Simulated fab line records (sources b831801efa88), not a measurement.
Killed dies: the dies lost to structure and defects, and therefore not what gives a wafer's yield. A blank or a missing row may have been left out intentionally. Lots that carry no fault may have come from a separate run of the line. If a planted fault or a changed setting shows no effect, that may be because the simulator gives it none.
Comparing a struck lot with a sound one || flow sfqLine || 42 steps out of a route of 325
Sound: wafers L799.2, L799.3, L799.6. Wafers struck: L793.1, L793.4, L793.5. Last of all comes the cause.
Each step with rows lists, per side, the tool, then ch with its chambers, then its first start. Under that, the readings that differ: sound wafers || struck wafers || difference of the means || sigmas: that difference in standard deviations of wafers without a fault.
alike: readings whose means differ by less than 2 such deviations, and words and numbers that are the same on both sides. not compared: withheld readings, readings that some wafer has no value for, bounds like >300 that may hide the same value, and numbers for which the record gives no deviation and whose values overlap.
A row with sigmas, a row that says differs or no value, or rows on one side alone: a step with any of these is where the two part. Numbers that don't overlap but have no deviation are shown without sigmas and don't part them. A reading missing from all wafers of one side parts the sides only when that side holds two or more wafers.

SFQ_TRILAYER_I3_CMP_CMP_082: polishes SiO2.
  sound on cmp-01 ch 0,1,2, day 50 13:28; struck on cmp-02 ch 0,1, day 49 02:03
  alike: motorCurrentA, timeToEndpointS
SFQ_I3_BOW_MEAS_922:
  sound on filmMetro-01 at day 50 16:29; struck on filmMetro-02 at day 49 05:03
{"reading": "I3_BOW (um)", "sound": "2 -13 3", "struck": "20 16 7", "difference": "+17", "sigmas": "+2"}
then, 7 steps without rows for these wafers: SFQ_TRILAYER_I3_METRO_MEASURE_083; SFQ_TRILAYER_I3_VIA_LITHO_COAT_090 (resist thk 62 nm); SFQ_TRILAYER_I3_VIA_LITHO_COAT_085 (resist thk 650 nm); SFQ_TRILAYER_I3_VIA_LITHO_SOFTBAKE_089; SFQ_TRILAYER_I3_VIA_LITHO_EXPOSE_086 (exposes mask I3, target cd 500 nm); SFQ_TRILAYER_I3_VIA_LITHO_PEB_088 (peb time 60 s); SFQ_TRILAYER_I3_VIA_LITHO_DEVELOP_087 (time 60 s).
-- the record jumps here: 5 days lie between the struck wafers' starts before and after --
SFQ_I3_OVL_MEAS_923:
  sound on overlay-01 at day 56 01:06; struck on overlay-01 at day 54 04:27
  alike: I3_OVL
then, 1 step without rows for these wafers: SFQ_TRILAYER_I3_VIA_BARC_OPEN_VIA_ETCH_121 (etches BARC in O2, target depth 125 nm, time 41.7 s).
SFQ_TRILAYER_I3_VIA_ETCH_VIA_ETCH_088: etches SiO2 in CHF3, stops on Nb, target depth 260 nm.
  sound on rieDiel-01 ch 2,3, day 56 01:10; struck on rieDiel-04 ch 0,2,3, day 54 04:31
  alike: drypumpMotorCurrentA, oesProductAu
SFQ_TRILAYER_I3_VIA_STRIP_STRIP_089: strips in O2.
  sound on rieMetal-01 ch 0, day 56 01:17; struck on rieMetal-01 ch 1, day 54 04:38
  no value came back on the struck wafers for chamberPressureMTorr (mTorr), drypumpMotorCurrentA (A), oesProductAu (a.u.); on the sound wafers chamberPressureMTorr (mTorr) reads 50.00 49.96 50.03
{"reading": "model.KrF_of_TRILAYER_I3_VIA_LITHO_COAT_085.thkNm (nm)", "sound": "0 0 0", "struck": "532.4 532.4 532.3", "difference": "+532.4", "sigmas": ""}
{"reading": "model.BARC_of_TRILAYER_I3_VIA_LITHO_COAT_090.thkNm (nm)", "sound": "0 0 0", "struck": "62.05 62.23 62.27", "difference": "+62.18", "sigmas": ""}
  not compared: rfHoursCounterH
then, 3 steps without rows for these wafers: SFQ_TRILAYER_I3_VIA_STRIP_SOLV_CLEAN_090 (cleans in NMP, time 600 s); SFQ_TRILAYER_M4_DEP_PRE_CLEAN_092 (time 22.5 s); SFQ_TRILAYER_M4_DEP_SPUTTER_091 (material Nb, target thk 200 nm, time 133.3 s).
SFQ_M4_RS_MEAS_924: measures by four-point-probe.
  sound on filmMetro-03 at day 56 02:12; struck on filmMetro-04 at day 54 05:32
  alike: M4_NB_RS
then, 6 steps without rows for these wafers: SFQ_TRILAYER_M4_LITHO_COAT_098 (resist thk 62 nm); SFQ_TRILAYER_M4_LITHO_COAT_093 (resist thk 600 nm); SFQ_TRILAYER_M4_LITHO_SOFTBAKE_097; SFQ_TRILAYER_M4_LITHO_EXPOSE_094 (exposes mask M4, target cd 500 nm); SFQ_TRILAYER_M4_LITHO_PEB_096 (peb time 60 s); SFQ_TRILAYER_M4_LITHO_DEVELOP_095 (time 60 s).
-- the record jumps here: 5 days lie between the struck wafers' starts before and after --
SFQ_M4_OVL_MEAS_926:
  sound on overlay-01 at day 60 21:25; struck on overlay-01 at day 59 12:53
  alike: M4_OVL
SFQ_TRILAYER_M4_BARC_OPEN_METAL_ETCH_123: etches BARC in O2, target depth 125 nm, time 41.7 s.
  sound on rieMetal-03 ch 0,1, day 60 21:27; struck on rieMetal-03 ch 0, day 59 12:56
  alike: drypumpMotorCurrentA, oesProductAu
  not compared: rfHoursCounterH
then, 5 steps without rows for these wafers: SFQ_TRILAYER_M4_ETCH_METAL_ETCH_096 (etches Nb in Cl2/Ar, stops on SiO2, target depth 240 nm, time 120 s); SFQ_TRILAYER_M4_STRIP_STRIP_097 (strips in O2); SFQ_TRILAYER_M4_STRIP_SOLV_CLEAN_098 (cleans in NMP, time 600 s); SFQ_TRILAYER_I4_DEP_PECVD_099 (deposits SiO2 from SiH4/N2O, time 111.11 s, target thk 500 nm); SFQ_TRILAYER_I4_CMP_CMP_100 (polishes SiO2).
SFQ_I4_BOW_MEAS_927:
  sound on filmMetro-02 at day 61 07:28; struck on filmMetro-01 at day 59 21:41
  alike: I4_BOW
SFQ_TRILAYER_I4_METRO_MEASURE_101:
  sound on filmMetro-02 at day 61 07:46; struck on filmMetro-01 at day 59 21:49
  alike: thkNm
then, 6 steps without rows for these wafers: SFQ_TRILAYER_I4_VIA_LITHO_COAT_108 (resist thk 62 nm); SFQ_TRILAYER_I4_VIA_LITHO_COAT_103 (resist thk 650 nm); SFQ_TRILAYER_I4_VIA_LITHO_SOFTBAKE_107; SFQ_TRILAYER_I4_VIA_LITHO_EXPOSE_104 (exposes mask I4, target cd 700 nm); SFQ_TRILAYER_I4_VIA_LITHO_PEB_106 (peb time 60 s); SFQ_TRILAYER_I4_VIA_LITHO_DEVELOP_105 (time 60 s).
-- the record jumps here: 4 days lie between the struck wafers' starts before and after --
SFQ_I4_OVL_MEAS_928:
  sound on overlay-01 at day 65 18:12; struck on overlay-02 at day 64 09:40
  alike: I4_OVL
then, 1 step without rows for these wafers: SFQ_TRILAYER_I4_VIA_BARC_OPEN_VIA_ETCH_146 (etches BARC in O2, target depth 125 nm, time 41.7 s).
SFQ_TRILAYER_I4_VIA_ETCH_VIA_ETCH_106: etches SiO2 in CHF3, stops on Nb, target depth 260 nm.
  sound on rieDiel-04 ch 2,3, day 65 18:16; struck on rieDiel-03 ch 0,3, day 64 09:44
  alike: drypumpMotorCurrentA, oesProductAu
-- the record jumps here: 19 days lie between the struck wafers' starts before and after --
SFQ_M8_BOW_MEAS_951:
  sound on filmMetro-01 at day 91 11:49; struck on filmMetro-04 at day 83 04:15
{"reading": "model.etest.m4.ohmSq", "sound": "0.8938 0.8907 0.8925", "struck": "1e+06 1e+06 1e+06", "difference": "+1e+06", "sigmas": ""}
{"reading": "model.etest.m4.ohmUm", "sound": "1.783 1.779 1.801", "struck": "1e+06 1e+06 1e+06", "difference": "+1e+06", "sigmas": ""}
{"reading": "model.etest.i3.linkOhm", "sound": "1.977 1.965 1.965", "struck": "1e+06 1e+06 1e+06", "difference": "+1e+06", "sigmas": ""}
{"reading": "model.etest.i4.linkOhm", "sound": "2.173 2.18 2.17", "struck": "1e+06 1e+06 1e+06", "difference": "+1e+06", "sigmas": ""}
  alike: M8_BOW

WHERE THEY PART
Earliest at SFQ_I3_BOW_MEAS_922; latest, in this record, at SFQ_TRILAYER_I3_VIA_STRIP_STRIP_089. Later steps at which nothing parts them and some readings are alike: SFQ_M4_RS_MEAS_924, SFQ_M4_OVL_MEAS_926, SFQ_TRILAYER_M4_BARC_OPEN_METAL_ETCH_123, SFQ_I4_BOW_MEAS_927, SFQ_TRILAYER_I4_METRO_MEASURE_101, SFQ_I4_OVL_MEAS_928, SFQ_TRILAYER_I4_VIA_ETCH_VIA_ETCH_106, SFQ_M8_BOW_MEAS_951.

WHY: what had been put in by the simulator
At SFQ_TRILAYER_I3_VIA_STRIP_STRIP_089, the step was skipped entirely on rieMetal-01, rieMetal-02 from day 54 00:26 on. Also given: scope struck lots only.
